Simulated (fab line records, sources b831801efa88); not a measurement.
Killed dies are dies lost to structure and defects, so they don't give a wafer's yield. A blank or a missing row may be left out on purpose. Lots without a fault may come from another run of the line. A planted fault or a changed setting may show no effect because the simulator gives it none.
Split-lot experiment | flow sky130 | 5 lots, 23 wafers read, on a route of 708 steps

THE SPLIT
At SKY_METAL2_SPUTTER_00 (material Ti, target thk 15 nm, time 10 s), the setting time_s was moved away from the recipe's 10 s on 5 of the 23 wafers read, by -10.0% to -6.7%. The other wafers ran this setting at the recipe's value.

The reading is taken at the split's own step.

THE READING
Ti_of_METAL2_SPUTTER_00.thk_nm (the simulator's own value, which no gauge read), in nm, at SKY_METAL2_SPUTTER_00 (material Ti, target thk 15 nm, time 10 s). The file gives no usual value for it. The 18 wafers here that ran the recipe average 14.92 nm, standard deviation 0.18 nm.

wafer  | tool, chamber at the split | time_s as run, s | against the recipe | Ti_of_METAL2_SPUTTER_00.thk_nm, nm | against lot-mates on the recipe
L074.1 | pvd_sputter-03, -          | 10               | recipe             | 14.87                              | -
L074.2 | pvd_sputter-03, -          | 9.328            | -6.7%              | 13.85                              | -1.03
L074.4 | pvd_sputter-03, -          | 10               | recipe             | 14.88                              | -
L074.5 | pvd_sputter-03, -          | 9.328            | -6.7%              | 13.86                              | -1.02
L074.6 | pvd_sputter-03, -          | 9.328            | -6.7%              | 13.98                              | -0.89
L076.1 | pvd_sputter-04, -          | 10               | recipe             | 14.74                              | -
L076.2 | pvd_sputter-04, -          | 10               | recipe             | 15                                 | -
L076.3 | pvd_sputter-04, -          | 10               | recipe             | 14.98                              | -
L076.4 | pvd_sputter-04, -          | 10               | recipe             | 15.1                               | -
L076.5 | pvd_sputter-04, -          | 10               | recipe             | 15.13                              | -
L083.1 | pvd_sputter-04, -          | 10               | recipe             | 14.85                              | -
L083.2 | pvd_sputter-04, -          | 10               | recipe             | 14.97                              | -
L083.3 | pvd_sputter-04, -          | 10               | recipe             | 14.76                              | -
L083.4 | pvd_sputter-04, -          | 10               | recipe             | 14.54                              | -
L083.6 | pvd_sputter-04, -          | 10               | recipe             | 14.88                              | -
L080.1 | pvd_sputter-04, -          | 10               | recipe             | 15.26                              | -
L080.2 | pvd_sputter-04, -          | 10               | recipe             | 15.29                              | -
L080.3 | pvd_sputter-04, -          | 10               | recipe             | 14.86                              | -
L085.1 | pvd_sputter-04, -          | 9.003            | -10.0%             | 12.77                              | -2.03
L085.2 | pvd_sputter-04, -          | 10               | recipe             | 14.81                              | -
L085.3 | pvd_sputter-04, -          | 9.003            | -10.0%             | 13.04                              | -1.76
L085.4 | pvd_sputter-04, -          | 10               | recipe             | 14.79                              | -
L085.5 | pvd_sputter-04, -          | 10               | recipe             | 14.79                              | -

THE FIT
A straight line over all 23 wafers: Ti_of_METAL2_SPUTTER_00.thk_nm changes by +0.183 nm for each +1% of time_s; r = +0.96; the points scatter about the line by 0.2 nm.
The same after taking each lot's own level away (the mean of its wafers on the recipe; 23 wafers): +0.173 nm for each +1%; r = +0.97; scatter 0.16 nm.
On that fit, the largest move of time_s shifts the reading by 1.7 nm.
The lots' own levels span 14.797 to 15.137 nm, that is 1.9 times the standard deviation above.
So the lot-to-lot level changes the slope little: the two slopes agree.
Check: with one of the wafers moved furthest among these (-10.0%) left out of the fit, the line predicts -1.58 nm for it against its lot-mates. It came out at -2.03 nm against them.

OTHER SPLITS ON THESE WAFERS
These wafers also went through other splits before the reading. Each is held against what the fit with the lots' levels taken away leaves over:
other split on the same wafers             | wafers away from the commonest value | r with Ti_of_METAL2_SPUTTER_00.thk_nm (lot level and that fit taken away)
SKY_LI_CONTACT_HDPCVD_00 time_s            | 5                                    | -0.33
SKY_CONTACT_SPUTTER_23 chamber_pressure_pa | 15                                   | -0.04
SKY_METAL1_METAL_ETCH_19 bias_w            | 10                                   | -0.10
SKY_VIA1_SPUTTER_20 chamber_pressure_pa    | 10                                   | +0.22
SKY_VIA1_CVD_21 pressure_torr              | 15                                   | -0.17

THE FILE'S OWN FIT
Ti_of_METAL2_SPUTTER_00.thk_nm changes by +0.176 nm for each +1% of time_s, r = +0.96.
